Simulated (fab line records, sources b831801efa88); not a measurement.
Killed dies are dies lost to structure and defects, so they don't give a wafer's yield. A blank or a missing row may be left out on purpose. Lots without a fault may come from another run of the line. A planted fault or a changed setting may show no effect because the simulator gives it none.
fab line records | flow sky130
record lots=7 wafers=21 last_day=49
route steps=708 shown POLY_GATE@222 PAD_OPEN@708
lots that met no fault: from a run of the same line without faults
start_h: hours from the record's first day to the start of the lot's first wafer shown | wait_h: hours since the lot's step before | " the same as in the row above | L1.1+2: a row that stands for several wafers | - no value, or no start given | * or withheld: withheld | < > ~ a bound
route shown NAME@n: a module of which the file shows steps, and the number in the route of the first | usual: mean/standard deviation of fault-free wafers | same: alike in all rows | chamber/n: place in a boat | sites: the reading at each site | _std_site: their standard deviation | _edge_site: outer sites' mean less inner sites' | radius_mm: how far each site lies from the wafer's centre | mask NAME#n: copy n | behind: the tool/chamber that last shaped the wafer | hold: why the lot was held/for how many hours/how that ended | device: the transistor (n, p or np) that didn't switch | end of line: the same wafers' tests at the end of the route | a step without rows: its recipe alone | killed: dies lost to structure and defects at the first sort, not the wafer's yield | map: a wafer's dies, x killed, . not, _ none there
set.NAME: the setting as run; set.NAME@STEP: as run at that earlier step | model.NAME: the simulator's own value behind a step, which no gauge read
lots at some steps of the route; a table a step, a row a wafer
services: from which hour (start_h, from the record's first day; less than 0 if before it) a tool's chamber was out of use, for how many hours, and why
## steps
# step SKY_POLY_GATE_COAT_08
# recipe resist=KrF-thick spin_rpm=3000 resist_thk_nm=450
# step SKY_POLY_GATE_SOFTBAKE_09
# recipe temp_c=100 time_s=90 resist=KrF-thick
# step SKY_POLY_GATE_EXPOSE_10
# recipe mask_id=P1M na=0.68 source_shape=conventional sigma_outer=0.6 target_cd_nm=150 dose_mj=28
# step SKY_POLY_GATE_PEB_11
# recipe peb_temp_c=withheld peb_time_s=withheld resist=KrF-thick
# step SKY_POLY_GATE_DEVELOP_12
# recipe develop_time_s=60 resist=KrF-thick dev_temp_c=21
# step SKY_POLY_GATE_CD_MEAS_13
# recipe target_cd_nm=150
# usual cd_nm=149.7/1.1
# columns lot.wafer tool chamber start_h wait_h cd_nm
L871.1 cd_sem-01 - 405.38 - 149.9
L871.5 " - " " 150.3
L871.6 " - " " 148.7
L874.1 cd_sem-02 - 421.13 - 148.9
L874.5 " - " " 149.1
L874.6 " - " " 148.8
L876.1 cd_sem-01 - 444.23 - 148.5
L876.2 " - " " 148.8
L876.5 " - " " 149.2
L881.2 cd_sem-01 - 526.50 - 146.8
L881.3 " - " " 146.8
L881.4 " - " " 146.7
L880.1 cd_sem-01 - 528.58 - 151.0
L880.4 " - " " 150.2
L880.6 " - " " 149.8
L882.1 cd_sem-02 - 528.93 - 150.1
L882.3 " - " " 149.1
L882.6 " - " " 150.3
L883.1 cd_sem-01 - 528.95 - 149.4
L883.2 " - " " 148.7
L883.3 " - " " 149.7
# step SKY_POLY_GATE_OVL_MEAS_14
# usual POLY_GATE_OVL=1/4.6
# columns lot.wafer tool chamber start_h wait_h POLY_GATE_OVL[nm]
L871.1 overlay-01 - 405.50 0.1 8
L871.5 " - " " 1
L871.6 " - " " 1
L874.1 overlay-02 - 421.25 0.1 3
L874.5 " - " " -1
L874.6 " - " " 0
L876.1 overlay-02 - 444.35 0.1 -3
L876.2 " - " " -1
L876.5 " - " " -4
L881.2 overlay-01 - 526.60 0.1 9
L881.3 " - " " 8
L881.4 " - " " 10
L880.1 overlay-02 - 528.70 0.1 7
L880.4 " - " " 6
L880.6 " - " " 7
L882.1 overlay-02 - 529.05 0.1 5
L882.3 " - " " 4
L882.6 " - " " 0
L883.1 overlay-01 - 529.07 0.1 -5
L883.2 " - " " -2
L883.3 " - " " -3
# step SKY_POLY_GATE_ETCH_15
# recipe chemistry=N2/H2 target=BARC ion_energy_ev=200 source_w=500 bias_w=97.63 pressure_mtorr=30 n2_flow_sccm=100 h2_flow_sccm=200 stop_on=SiO2 time_s=118.5 target_depth_a=1100
# usual bias_w=97.67/0.29 drypump_motor_current_A=5.9/0.6 oes_product_au=0.717/0.0046 throttle_valve_pct=13.214/0.0095
# columns lot.wafer tool chamber start_h wait_h bias_w drypump_motor_current_A oes_product_au rf_hours_counter_h throttle_valve_pct
L871.1 rie_diel-04 1 405.53 0.0 97.21 5.5 0.721 20 13.204
L871.5 " 1 " " 97.58 5.5 0.722 - 13.220
L871.6 " 0 " " 97.57 5.9 0.716 - 13.208
L874.1 rie_diel-03 1 421.28 0.0 98.12 6.2 0.719 43 13.207
L874.5 " 3 " " 97.72 5.2 0.711 - 13.208
L874.6 " 0 " " 97.59 4.7 0.711 - 13.216
L876.1 rie_diel-01 3 444.39 0.0 97.86 6.1 0.719 2 13.224
L876.2 " 0 " " 97.95 5.7 0.720 11 13.211
L876.5 " 1 " " 97.70 6.3 0.721 - 13.205
L881.2 rie_diel-03 0 526.63 0.0 97.86 4.7 0.719 74 13.212
L881.3 " 2 " " 97.69 6.5 0.717 6 13.208
L881.4 " 3 " " 97.64 5.2 0.718 25 13.223
L880.1 rie_diel-01 3 528.73 0.0 97.82 6.1 0.708 4 13.202
L880.4 " 0 " " 97.69 5.7 0.715 12 13.228
L880.6 " 3 " " 98.02 6.1 0.724 - 13.213
L882.1 rie_diel-04 2 529.08 0.0 98.00 6.8 0.721 0 13.204
L882.3 " 1 " " 97.67 5.5 0.717 23 13.220
L882.6 " 2 " " 97.80 6.9 0.717 - 13.217
L883.1 rie_diel-03 3 529.11 0.0 97.85 5.2 0.721 25 13.226
L883.2 " 1 " " 97.46 6.2 0.726 45 13.218
L883.3 " 2 " " 97.65 6.6 0.723 6 13.235
# step SKY_POLY_GATE_ETCH_16
# recipe stop_on=poly-Si chemistry=CH3F/O2 target=Si3N4 source_w=400 bias_w=80 pressure_mtorr=25 ch3f_flow_sccm=40 O2_flow_sccm=30 time_s=147.5 target_depth_a=750
# usual bias_w=79.97/0.23 drypump_motor_current_A=5.8/0.6 oes_product_au=0.641/0.0053 throttle_valve_pct=10.535/0.009
# columns lot.wafer tool chamber start_h wait_h bias_w drypump_motor_current_A oes_product_au rf_hours_counter_h throttle_valve_pct
L871.1 rie_diel-04 1 405.62 0.0 80.18 5.5 0.645 20 10.535
L871.5 " 1 " " 79.91 5.5 0.626 - 10.545
L871.6 " 0 " " 79.91 5.8 0.632 - 10.540
L874.1 rie_diel-03 1 421.37 0.0 80.22 6.2 0.643 43 10.519
L874.5 " 3 " " 79.90 5.2 0.642 - 10.539
L874.6 " 0 " " 80.00 4.7 0.638 - 10.545
L876.1 rie_diel-01 3 444.47 0.0 80.10 6.1 0.633 3 10.525
L876.2 " 0 " " 79.61 5.7 0.636 11 10.533
L876.5 " 1 " " 79.74 6.3 0.641 - 10.539
L881.2 rie_diel-03 0 526.71 0.0 79.80 4.7 0.641 74 10.536
L881.3 " 2 " " 80.06 6.5 0.633 6 10.534
L881.4 " 3 " " 80.21 5.2 0.643 25 10.529
L880.1 rie_diel-01 3 528.82 0.0 80.10 6.1 0.644 4 10.538
L880.4 " 0 " " 80.19 5.7 0.647 12 10.533
L880.6 " 3 " " 80.10 6.1 0.649 - 10.535
L882.1 rie_diel-04 2 529.17 0.0 80.03 6.9 0.656 1 10.532
L882.3 " 1 " " 80.14 5.5 0.635 23 10.545
L882.6 " 2 " " 80.11 6.9 0.645 - 10.529
L883.1 rie_diel-03 3 529.19 0.0 80.17 5.2 0.641 25 10.540
L883.2 " 1 " " 80.20 6.2 0.643 45 10.550
L883.3 " 2 " " 79.95 6.5 0.643 6 10.546
# step SKY_POLY_GATE_ETCH_17
# recipe target_depth_nm=180 stop_on=SiO2 over_etch_frac=0.56667 chemistry=HBr/Cl2 target=poly-Si icp_w=400 bias_w=100 pressure_mtorr=10 HBr_flow_sccm=150 Cl2_flow_sccm=50 time_s=70.5
# usual bias_w=100.00/0.25 drypump_motor_current_A=5.7/0.49 oes_product_au=0.985/0.0063 throttle_valve_pct=33.684/0.0093
# columns lot.wafer tool chamber start_h wait_h bias_w drypump_motor_current_A oes_product_au rf_hours_counter_h throttle_valve_pct
L871.1 rie_si-01 3 405.71 0.0 99.91 5.3 0.997 4 33.692
L871.5 " 2 " " 100.00 5.1 0.982 - 33.676
L871.6 " 1 " " 99.76 5.9 0.990 - 33.685
L874.1 rie_si-01 1 421.46 0.0 100.02 5.8 0.984 1 33.677
L874.5 " 0 " " 100.05 6.5 0.992 - 33.680
L874.6 " 3 " " 100.13 5.3 0.988 - 33.698
L876.1 rie_si-01 0 444.57 0.0 100.05 6.5 0.979 48 33.704
L876.2 " 3 " " 100.20 5.3 0.989 4 33.685
L876.5 " 1 " " 99.82 5.9 0.990 - 33.699
L881.2 rie_si-02 3 526.81 0.0 99.92 5.7 0.983 0 33.676
L881.3 " 1 " " 99.85 6.0 0.985 25 33.698
L881.4 " 2 " " 99.78 6.3 0.979 3 33.679
L880.1 rie_si-01 0 528.92 0.0 100.22 6.5 0.973 48 33.689
L880.4 " 2 " " 99.81 5.1 0.979 - 33.681
L880.6 " 0 " " 100.39 6.5 0.983 - 33.682
L882.1 rie_si-02 3 529.27 0.0 100.22 5.7 0.983 0 33.678
L882.3 " 2 " " 99.86 6.2 0.990 3 33.702
L882.6 " 1 " " 99.96 6.0 0.986 - 33.676
L883.1 rie_si-01 0 529.29 0.0 99.94 6.5 0.988 49 33.685
L883.2 " 1 " " 99.95 5.9 0.985 1 33.686
L883.3 " 2 " " 99.61 5.1 0.986 3 33.687
# step SKY_POLY_GATE_STRIP_18
# recipe chemistry=O2/N2 power_w=1400 pressure_mtorr=1500 platen_temp_c=withheld o2_flow_sccm=3000 n2_flow_sccm=300 overash_fraction=0.5
# usual drypump_motor_current_A=5.8/0.51 oes_product_au=0.361/0.0046 strip_time_to_endpoint_s=3.182/0.028
# same overash_fraction=0.5
# columns lot.wafer tool chamber start_h wait_h drypump_motor_current_A oes_product_au rf_hours_counter_h strip_time_to_endpoint_s
L871.1 plasma_asher-02 1 405.77 0.0 6.2 0.357 26 3.177
L871.5 " 1 " " 6.2 0.360 - 3.198
L871.6 " 0 " " 5.0 0.360 - 3.204
L874.1 plasma_asher-03 0 421.52 0.0 6.5 0.358 59 3.197
L874.5 " 1 " " 6.0 0.360 - 3.199
L874.6 " 0 " " 6.5 0.364 - 3.200
L876.1 plasma_asher-01 0 444.62 0.0 5.4 0.359 76 3.188
L876.2 " 1 " " 5.9 0.354 76 3.186
L876.5 " 1 " " 5.9 0.364 - 3.168
L881.2 plasma_asher-02 1 526.87 0.0 6.2 0.365 36 3.171
L881.3 " 0 " " 5.0 0.357 - 3.180
L881.4 " 1 " " 6.2 0.364 - 3.248
L880.1 plasma_asher-01 1 528.97 0.0 5.9 0.359 84 3.156
L880.4 " 1 " " 5.9 0.359 - 3.188
L880.6 " 0 " " 5.4 0.361 - 3.144
L882.1 plasma_asher-03 1 529.32 0.0 6.0 0.366 71 3.187
L882.3 " 0 " " 6.5 0.355 - 3.185
L882.6 " 1 " " 6.0 0.363 - 3.186
L883.1 plasma_asher-01 0 529.34 0.0 5.4 0.360 84 3.195
L883.2 " 1 " " 5.9 0.359 84 3.158
L883.3 " 1 " " 5.9 0.360 - 3.203
# step SKY_POLY_GATE_CLEAN_19
# recipe chemistry=SC1/SC2 mix=1:4:20 temp_c=70 time_s=150 dry=n2_spin
# step SKY_POLY_GATE_OXIDATION_20
# recipe temp_c=850 ambient=O2 stabilise_s=600 purge_s=300 target_thk_a=40 ox_time_s=899
# usual spike_tc_bottom_C=868.2/1.9 spike_tc_centre_C=849.2/1.8 spike_tc_lower_C=849.8/1.1 spike_tc_top_C=860.8/1.9 spike_tc_upper_C=850.7/1.3 tube_center_temp_C=850/0.08 tube_center_temp_C_max=852.2/0.39 zone_power_top_pct=37.2/0.34
# columns lot.wafer tool chamber start_h wait_h spike_tc_bottom_C spike_tc_centre_C spike_tc_lower_C spike_tc_top_C spike_tc_upper_C tube_center_temp_C tube_center_temp_C_max zone_power_top_pct model.SiO2_of_POLY_GATE_OXIDATION_20.thk_nm
L871.1 furnace-01 0 407.32 1.4 871.1 850.5 849.1 863.4 848.6 849.98 852.1 37.1 3.99
L871.5 " 0 " " 870.0 849.8 849.7 862.4 849.2 849.98 852.1 36.7 4.049
L871.6 " 0 " " 870.9 851.1 852.6 861.6 850.2 850.13 852.3 36.9 4.041
L874.1 furnace-01 0 422.69 1.0 869.4 849.1 850.2 861.4 850.9 849.9 851.8 37.0 4.015
L874.5 " 0 " " 870.1 850.5 851.1 861.5 850.8 850.13 852.6 37.0 4.018
L874.6 " 0 " " 870.4 851.3 850.1 864.8 849.3 850 851.9 36.9 3.982
L876.1 furnace-02 0 444.77 0.0 865.9 849.8 848.8 857.4 852.7 849.9 852.4 37.0 3.956
L876.2 " 0 " " 865.5 847.5 848.3 860.4 851.7 849.96 852.6 37.4 3.946
L876.5 " 0 " " 866.6 849.5 851.0 858.2 853.2 849.88 852.1 37.1 3.958
L881.2 furnace-02 0 527.28 0.2 868.2 846.0 849.8 860.2 849.9 849.97 851.9 37.3 3.983
L881.3 " 0 " " 867.6 846.9 849.4 859.3 851.6 849.95 851.4 37.6 3.987
L881.4 " 0 " " 865.9 847.8 850.1 859.7 851.6 850.13 852.4 36.9 3.873
L880.1 furnace-02 0 530.20 1.0 880.6 862.2 864.7 872.7 866.6 863.96 865.5 38.6 4.755
L880.4 " 0 " " 880.0 863.1 862.6 875.1 865.4 863.99 866.3 39.0 4.746
L880.6 " 0 " " 880.6 862.1 862.6 872.8 866.3 863.99 866.0 38.3 4.641
L882.1 furnace-02 0 530.20 0.7 882.0 861.8 863.2 874.9 864.6 864.03 866.5 38.4 4.726
L882.3 " 0 " " 880.7 863.0 862.9 872.8 865.5 864.11 866.0 38.2 4.794
L882.6 " 0 " " 880.7 861.6 863.5 873.8 864.3 864.02 865.7 38.6 4.689
L883.1 furnace-02 0 530.20 0.7 880.7 862.6 862.1 873.6 865.9 864.04 865.9 38.2 4.813
L883.2 " 0 " " 881.8 861.7 864.3 874.3 866.3 863.98 866.1 38.6 4.743
L883.3 " 0 " " 881.7 862.1 863.9 873.7 864.7 864.16 865.9 38.1 4.821
# step SKY_POLY_GATE_THK_MEAS_21
# recipe reads=SiO2_of_POLY_GATE_OXIDATION_20
# usual POLY_GATE_OXIDATION_THK=3.99/0.072
# columns lot.wafer tool chamber start_h wait_h POLY_GATE_OXIDATION_THK[nm]
L871.1 film_metro-04 - 408.57 0.0 4.00
L871.5 " - " " 4.04
L871.6 " - " " 4.05
L874.1 film_metro-02 - 423.94 0.0 3.99
L874.5 " - " " 4.00
L874.6 " - " " 3.96
L876.1 film_metro-03 - 446.02 0.0 3.95
L876.2 " - " " 3.99
L876.5 " - " " 3.95
L881.2 film_metro-04 - 528.54 0.0 4.06
L881.3 " - " " 4.02
L881.4 " - " " 3.88
L880.1 film_metro-03 - 531.45 0.0 4.71
L880.4 " - " " 4.74
L880.6 " - " " 4.63
L882.1 film_metro-04 - 531.45 0.0 4.66
L882.3 " - " " 4.76
L882.6 " - " " 4.67
L883.1 film_metro-02 - 531.45 0.0 4.78
L883.2 " - " " 4.70
L883.3 " - " " 4.82
# step SKY_POLY_GATE_CD_MEAS_22
# usual cd_nm=149.4/1.6
# columns lot.wafer tool chamber start_h wait_h cd_nm
L871.1 cd_sem-02 - 408.63 0.1 148.0
L871.5 " - " " 150.7
L871.6 " - " " 150.9
L874.1 cd_sem-01 - 424.00 0.1 149.6
L874.5 " - " " 148.4
L874.6 " - " " 147.6
L876.1 cd_sem-01 - 446.08 0.1 148.4
L876.2 " - " " 148.8
L876.5 " - " " 150.5
L881.2 cd_sem-02 - 528.62 0.1 146.9
L881.3 " - " " 145.6
L881.4 " - " " 146.3
L880.1 cd_sem-02 - 531.51 0.1 151.2
L880.4 " - " " 152.5
L880.6 " - " " 149.4
L883.1 cd_sem-01 - 531.52 0.1 148.4
L883.2 " - " " 150.3
L883.3 " - " " 149.0
L882.1 cd_sem-02 - 531.68 0.2 149.7
L882.3 " - " " 149.8
L882.6 " - " " 151.2
# step SKY_PAD_OPEN_PROBE_99
# usual killed_at_M0_to_M3=43/6.8 killed_at_M4_up=3.2/1.7 killed_at_contacts=24/5.6 killed_at_front_end=15/4.7 killed_at_other=0.3/0.59 killed_dies=86/10 killed_open=47/6.8 killed_short=39/6.4
# same gross_dies=492 killed_at_back_side=0
# columns lot.wafer tool chamber start_h wait_h killed_at_M0_to_M3 killed_at_M4_up killed_at_contacts killed_at_front_end killed_at_other killed_dies killed_open killed_short model.etest.tip_p.rs_ohm_sq model.etest.tip_sonos.rs_ohm_sq model.etest.tip_n.rs_ohm_sq model.etest.res_pdiff.rs_ohm_sq
L871.1 prober-02 - 1103.96 0.1 47 7 30 24 0 108 61 47 6758 2726 444.1 194.9
L871.5 prober-02 - 1104.16 0.2 44 2 24 13 0 83 41 42 6849 2737 438 194.9
L871.6 prober-02 - 1104.21 0.2 41 2 26 15 0 84 49 35 6802 2702 444.5 196.7
L874.1 prober-01 - 1111.35 0.1 39 6 31 18 2 96 52 41 6917 2761 439.8 196.2
L874.5 prober-01 - 1111.55 0.2 31 4 23 14 0 72 40 32 6805 2778 440.2 198.2
L874.6 prober-01 - 1111.60 0.2 53 5 28 13 0 99 49 49 6792 2701 438.9 196.7
L876.1 prober-01 - 1125.50 0.1 60 2 26 5 0 93 47 45 6969 2617 441.5 192
L876.2 prober-01 - 1125.55 0.1 47 3 25 17 0 92 51 40 6993 2619 442.1 192.5
L876.5 prober-01 - 1125.70 0.2 47 3 24 8 1 83 48 34 7000 2660 441.8 194
L881.2 prober-01 - 1173.58 0.1 38 1 23 11 0 73 36 37 6907 2653 438.7 192.5
L881.3 prober-01 - 1173.63 0.2 43 5 24 10 0 82 45 37 6905 2638 437 193.3
L881.4 prober-01 - 1173.68 0.2 45 3 24 15 0 87 44 43 6907 2644 437.7 192.8
L880.1 prober-02 - 1178.66 0.1 55 5 25 15 0 100 62 34 6955 2738 454.6 203.7
L880.4 prober-02 - 1178.81 0.2 36 4 35 13 0 88 44 43 6963 2732 456.5 203.3
L880.6 prober-02 - 1178.91 0.2 43 5 23 18 0 89 42 46 6942 2722 453 203.2
L883.1 prober-01 - 1178.98 0.1 41 1 16 12 0 70 38 32 7047 2800 459.1 203.1
L883.2 prober-01 - 1179.03 0.1 30 2 19 17 0 68 32 36 6992 2799 449.8 200.3
L883.3 prober-01 - 1179.08 0.2 38 3 31 8 1 81 44 37 6948 2848 451.9 203
L882.1 prober-01 - 1182.06 0.1 33 3 23 9 0 68 40 28 7125 2725 457.7 195.3
L882.3 prober-01 - 1182.16 0.2 47 1 24 13 0 85 45 40 7176 2765 457 195.4
L882.6 prober-01 - 1182.31 0.2 43 2 27 13 0 85 37 48 7097 2663 456.2 194.8
# killed by level:class
L871.1 CONTACT:geometric_particle:open=11 VIA1:geometric_particle:open=11 VIA2:geometric_particle:open=8 VIA3:geometric_particle:open=6 LI_CONTACT:geometric_particle:open=6 LOCAL_INTERCONNECT:geometric_particle:short=6 VIA1:geometric_particle:short=6 FIELD_ISO:geometric_particle:short=5
L871.5 CONTACT:geometric_particle:open=13 METAL1:geometric_particle:short=9 VIA1:geometric_particle:open=8 METAL2:geometric_particle:short=6 VIA2:geometric_particle:short=5 FIELD_ISO:geometric_particle:short=4 POLY_GATE:geometric_particle:open=4 LI_CONTACT:geometric_particle:open=4
L871.6 VIA1:geometric_particle:open=9 CONTACT:geometric_particle:open=9 LI_CONTACT:geometric_particle:open=7 VIA1:geometric_particle:short=6 METAL1:geometric_particle:short=5 METAL2:geometric_particle:short=5 FIELD_ISO:geometric_particle:open=4 VIA2:geometric_particle:short=4
L874.1 CONTACT:geometric_particle:open=9 LI_CONTACT:geometric_particle:open=8 VIA1:geometric_particle:open=8 FIELD_ISO:geometric_particle:open=6 POLY_GATE:geometric_particle:short=5 CONTACT:geometric_particle:short=5 METAL1:geometric_particle:short=5 VIA2:geometric_particle:open=5
L874.5 CONTACT:geometric_particle:open=10 VIA1:geometric_particle:open=9 LOCAL_INTERCONNECT:geometric_particle:short=7 VIA3:geometric_particle:open=6 POLY_GATE:geometric_particle:open=4 METAL2:geometric_particle:short=4 VIA3:geometric_particle:short=4 FIELD_ISO:geometric_particle:open=3
L874.6 CONTACT:geometric_particle:open=16 METAL1:geometric_particle:short=13 VIA3:geometric_particle:open=8 VIA1:geometric_particle:open=7 FIELD_ISO:geometric_particle:open=6 LI_CONTACT:geometric_particle:short=5 VIA3:geometric_particle:short=5 METAL4:geometric_particle:short=5
L876.1 VIA1:geometric_particle:open=15 METAL1:geometric_particle:short=11 LOCAL_INTERCONNECT:geometric_particle:short=9 VIA2:geometric_particle:open=9 CONTACT:geometric_particle:short=6 VIA3:geometric_particle:open=6 CONTACT:geometric_particle:open=5 METAL2:geometric_particle:short=5
L876.2 VIA3:geometric_particle:open=11 VIA1:geometric_particle:open=8 VIA1:geometric_particle:short=7 VIA2:geometric_particle:open=7 LI_CONTACT:geometric_particle:open=6 LOCAL_INTERCONNECT:geometric_particle:short=6 CONTACT:geometric_particle:open=5 METAL2:geometric_particle:short=5
L876.5 VIA1:geometric_particle:open=10 VIA2:geometric_particle:open=9 VIA3:geometric_particle:open=9 CONTACT:geometric_particle:open=7 VIA1:geometric_particle:short=7 LI_CONTACT:geometric_particle:short=6 LI_CONTACT:geometric_particle:open=5 CONTACT:geometric_particle:short=4
L881.2 VIA1:geometric_particle:open=8 CONTACT:geometric_particle:open=8 METAL1:geometric_particle:short=6 VIA1:geometric_particle:short=6 METAL2:geometric_particle:short=6 CONTACT:geometric_particle:short=5 LOCAL_INTERCONNECT:geometric_particle:short=5 FIELD_ISO:geometric_particle:short=4
L881.3 CONTACT:geometric_particle:open=12 VIA2:geometric_particle:open=9 METAL2:geometric_particle:short=7 VIA3:geometric_particle:open=6 VIA1:geometric_particle:open=6 FIELD_ISO:geometric_particle:short=4 LI_CONTACT:geometric_particle:open=4 LOCAL_INTERCONNECT:geometric_particle:short=4
L881.4 VIA1:geometric_particle:open=10 CONTACT:geometric_particle:open=7 VIA2:geometric_particle:open=7 LI_CONTACT:geometric_particle:open=6 METAL1:geometric_particle:short=6 FIELD_ISO:geometric_particle:open=5 POLY_GATE:geometric_particle:short=5 VIA3:geometric_particle:open=5
L880.1 VIA3:geometric_particle:open=13 VIA1:geometric_particle:open=12 LI_CONTACT:geometric_particle:open=8 METAL2:geometric_particle:short=8 CONTACT:geometric_particle:open=7 VIA2:geometric_particle:open=7 FIELD_ISO:geometric_particle:open=4 CONTACT:geometric_particle:short=4
L880.4 CONTACT:geometric_particle:open=14 METAL2:geometric_particle:short=10 LI_CONTACT:geometric_particle:open=6 CONTACT:geometric_particle:short=6 VIA1:geometric_particle:open=6 LOCAL_INTERCONNECT:geometric_particle:short=5 METAL4:geometric_particle:short=4 FIELD_ISO:geometric_particle:open=3
L880.6 VIA3:geometric_particle:open=8 VIA1:geometric_particle:open=8 CONTACT:geometric_particle:open=7 CONTACT:geometric_particle:short=7 METAL1:geometric_particle:short=5 METAL2:geometric_particle:short=5 FIELD_ISO:geometric_particle:short=4 POLY_GATE:geometric_particle:short=4
L883.1 VIA3:geometric_particle:open=9 CONTACT:geometric_particle:open=8 VIA1:geometric_particle:short=5 METAL1:geometric_particle:short=5 POLY_GATE:geometric_particle:open=4 VIA1:geometric_particle:open=4 METAL2:geometric_particle:short=4 FIELD_ISO:geometric_particle:open=3
L883.2 CONTACT:geometric_particle:open=7 CONTACT:geometric_particle:short=6 POLY_GATE:geometric_particle:short=6 FIELD_ISO:geometric_particle:short=5 VIA1:geometric_particle:open=5 FIELD_ISO:geometric_particle:open=4 VIA2:geometric_particle:open=4 VIA3:geometric_particle:open=4
L883.3 LI_CONTACT:geometric_particle:open=11 CONTACT:geometric_particle:open=10 METAL1:geometric_particle:short=6 VIA1:geometric_particle:open=6 METAL2:geometric_particle:short=6 VIA2:geometric_particle:short=5 VIA2:geometric_particle:open=5 FIELD_ISO:geometric_particle:open=4
L882.1 CONTACT:geometric_particle:open=10 VIA1:geometric_particle:open=5 VIA2:geometric_particle:open=5 METAL1:geometric_particle:short=5 VIA3:geometric_particle:open=5 LI_CONTACT:geometric_particle:open=4 LI_CONTACT:geometric_particle:short=4 VIA1:geometric_particle:short=4
L882.3 VIA1:geometric_particle:open=8 CONTACT:geometric_particle:open=8 VIA3:geometric_particle:open=8 LOCAL_INTERCONNECT:geometric_particle:short=6 VIA3:geometric_particle:short=6 METAL1:geometric_particle:short=6 METAL2:geometric_particle:short=6 LI_CONTACT:geometric_particle:open=5
L882.6 CONTACT:geometric_particle:open=10 VIA1:geometric_particle:short=9 METAL1:geometric_particle:short=8 LI_CONTACT:geometric_particle:open=7 POLY_GATE:geometric_particle:short=6 VIA2:geometric_particle:short=5 LOCAL_INTERCONNECT:geometric_particle:short=5 VIA2:geometric_particle:open=5
## services
# columns tool chamber start_h hours kind
rie_diel-03 1 382.63 7.7 repair
rie_diel-01 1 397.25 1.7 repair
rie_diel-04 2 399.09 23.4 repair
rie_diel-01 2 408.17 - clean
plasma_asher-02 - 429.75 9.1 repair
rie_si-02 - 429.86 0.4 repair
plasma_asher-03 - 432.01 1.0 repair
plasma_asher-02 - 438.90 14.6 pm
rie_diel-03 2 445.80 2.8 repair
rie_diel-04 - 453.15 4.0 pm
rie_si-02 1 457.70 4.2 repair
plasma_asher-01 - 458.54 4.7 repair
furnace-01 - 469.32 3.2 pm
furnace-02 - 474.74 18.4 pm
rie_diel-04 3 481.43 9.0 repair
plasma_asher-02 - 491.33 10.2 repair
plasma_asher-01 - 505.72 2.1 repair
furnace-02 - 507.70 3.9 pm
rie_si-02 - 510.21 2.8 pm
rie_si-01 2 513.36 8.1 repair
furnace-01 - 514.81 1.6 pm
rie_diel-04 0 518.57 6.5 repair
rie_diel-03 - 524.43 0.6 repair
rie_si-01 3 524.71 7.6 repair
## key
first_sign step=SKY_POLY_GATE_OXIDATION_20 reading=tube_center_temp_C direction=up sigmas=99+ usual=* struck=*
effect step=SKY_POLY_GATE_OXIDATION_20 reading=tube_center_temp_C_max direction=up sigmas=35 usual=* struck=*
effect step=SKY_POLY_GATE_THK_MEAS_21 reading=POLY_GATE_OXIDATION_THK direction=up sigmas=10 usual=3.99 struck=4.72
model_effect step=SKY_POLY_GATE_OXIDATION_20 value=SiO2_of_POLY_GATE_OXIDATION_20.thk_nm without=3.981 struck=4.748
model_effect step=SKY_PAD_OPEN_PROBE_99 value=etest.tip_p.rs_ohm_sq without=6900 struck=7027
met_at SKY_POLY_GATE_OXIDATION_20
struck_wafers L880.1,L880.4,L880.6,L882.1,L882.3,L882.6,L883.1,L883.2,L883.3
tester_left_out L880,L882,L883
fault kind=process_parameter_drift tool=furnace-02 chamber=- onset_h=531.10 steps=SKY_POLY_GATE_OXIDATION_20 channel=temp_c offset=* shape=step end_h=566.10 acts_in=* stated=*
# tester_left_out: of these lots the tester's yield and bins aren't shown, on N5 and GAA mostly nor the transistor test; their killed dies are dies lost to structure and defects alone, not to doping, threshold or leakage, so they don't give the yield
